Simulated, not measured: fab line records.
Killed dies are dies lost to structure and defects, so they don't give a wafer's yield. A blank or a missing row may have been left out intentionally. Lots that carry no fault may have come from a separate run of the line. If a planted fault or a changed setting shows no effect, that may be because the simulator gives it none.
Struck lot and sound lot, side by side -- flow sky130 -- 17 out of 708 route steps
Sound: the wafers L791.2, L791.3, L791.4. Wafers struck: L799.2, L799.3, L799.5. The cause is given at the end.
At each step with rows: each side's tool, then ch and its chambers, then its first start. Under that, the readings that differ: sound wafers -- struck wafers -- difference of the means -- sigmas: that difference in standard deviations of wafers without a fault.
alike: a reading whose means differ by less than 2 such deviations, as well as words and numbers matching on both sides. not compared: withheld readings; readings where some wafer has no value; bounds like >300 that might hide an equal value; numbers whose values overlap and for which the record gives no deviation.
The two part at a step that has a row with sigmas, a row that says differs or no value, or rows on one side only. Numbers that don't overlap but have no deviation are shown without sigmas and don't part them. A reading missing from all wafers of one side parts the sides only when that side holds two or more wafers.

first, 3 steps without rows for these wafers: SKY_LI_CONTACT_EXPOSE_09 (exposes mask LICM1, target cd 170 nm); SKY_LI_CONTACT_PEB_10; SKY_LI_CONTACT_DEVELOP_11 (develop time 60 s).
SKY_LI_CONTACT_CD_MEAS_12: target cd 170 nm.
  sound on cd_sem-02, day 29 18:47; struck on cd_sem-02, day 32 20:56
  alike: cd_nm
SKY_LI_CONTACT_OVL_MEAS_13:
  sound on overlay-01, day 29 18:53; struck on overlay-01, day 32 21:02
  alike: LI_CONTACT_OVL
SKY_LI_CONTACT_ETCH_14: etches BARC in N2/H2, stops on SiO2, time 45.9 s, target depth 60 nm.
  sound on rie_diel-01 ch 0,1,2, day 29 18:55; struck on rie_diel-03 ch 1,2, day 32 21:04
  alike: bias_w, drypump_motor_current_A, oes_product_au, throttle_valve_pct
  not compared: rf_hours_counter_h
SKY_LI_CONTACT_ETCH_15: etches PSG in C4F8/O2/Ar, stops on Si, target depth 600 nm.
  sound on rie_diel-01 ch 0,1,2, day 29 18:58; struck on rie_diel-03 ch 1,2, day 32 21:07
  alike: bias_w, oes_product_au
SKY_LI_CONTACT_STRIP_16: strips in O2/N2.
  sound on plasma_asher-02 ch 0,1, day 29 19:03; struck on plasma_asher-02 ch 0,1, day 32 21:12
  alike: drypump_motor_current_A, oes_product_au, strip_time_to_endpoint_s
  not compared: rf_hours_counter_h
then, 2 steps without rows for these wafers: SKY_LI_CONTACT_CLEAN_17 (cleans in NMP, time 600 s); SKY_LI_CONTACT_PRE_CLEAN_18 (time 5.6 s).
SKY_LI_CONTACT_SPUTTER_19: material Ti, target thk 20 nm, time 106.37 s.
  sound on pvd_sputter-02, day 29 19:21; struck on pvd_sputter-02, day 32 21:30
  alike: cathode_dc_power_W, chamber_pressure_pa, throttle_valve_pct
SKY_LI_CONTACT_SPUTTER_20: material TiN, target thk 20 nm, time 80 s.
  sound on pvd_sputter-02, day 29 19:25; struck on pvd_sputter-02, day 32 21:34
  alike: cathode_dc_power_W, chamber_pressure_pa, throttle_valve_pct
SKY_LI_CONTACT_CVD_21: deposits W, target thk 400 nm, time 120.56 s.
  sound on cvd_w-01 ch 0,1, day 29 19:29; struck on cvd_w-01 ch 0, day 32 21:38
  no value came back on the struck wafers for chamber_pressure_Torr (Torr), heater_power_outer_w (W), heater_power_w (W); on the sound wafers chamber_pressure_Torr (Torr) reads 39.94 39.91 40.05
  not compared: since_wet_clean_h
SKY_LI_CONTACT_RS_MEAS_22: measures by four-point-probe.
  sound on film_metro-03, day 29 19:38; struck on film_metro-01, day 32 21:47
reading,sound,struck,difference,sigmas
LI_CONTACT_W_RS (ohm/sq),0.282 0.284 0.287,25.336 25.070 25.202,+24.918,+99 or more
SKY_LI_CONTACT_THK_MEAS_23: measures by xrf.
  sound on film_metro-03, day 29 19:44; struck on film_metro-01, day 32 21:53
reading,sound,struck,difference,sigmas
LI_CONTACT_W_THK (nm),417 412 408,<0 <0 <0,differs,
SKY_LI_CONTACT_CMP_24: polishes, stops on PSG, t overpolish 20 s, target thk 0 nm.
  sound on cmp-01 ch 0,2,3, day 29 19:47; struck on cmp-02 ch 0,1,2, day 32 22:00
reading,sound,struck,difference,sigmas
time_to_endpoint_s (s),98 100 102,7 2 8,-94,-21
  alike: motor_current_A, retaining_ring_pressure_frac
-- the record jumps here: 16 days lie between the struck wafers' starts before and after (it left off in module LI_CONTACT and takes up again in module PAD_OPEN, whose first step shown is number 708 of the route) --
SKY_PAD_OPEN_PROBE_99:
  sound on prober-01, day 46 08:09; struck on prober-01, day 48 15:04
reading,sound,struck,difference,sigmas
killed_at_contacts,20 26 19,410 431 435,+404,+82
killed_dies,91 89 83,492 492 492,+404,+41
killed_on_rim,14 22 18,96 96 96,+78,+19
  alike: killed_at_M0_to_M3, killed_at_M4_up, killed_at_front_end, killed_at_other, killed_open, killed_short

WHERE THEY PART
At SKY_LI_CONTACT_CVD_21 first; at SKY_PAD_OPEN_PROBE_99 last (within this record only).

WHY: the cause the simulator had injected
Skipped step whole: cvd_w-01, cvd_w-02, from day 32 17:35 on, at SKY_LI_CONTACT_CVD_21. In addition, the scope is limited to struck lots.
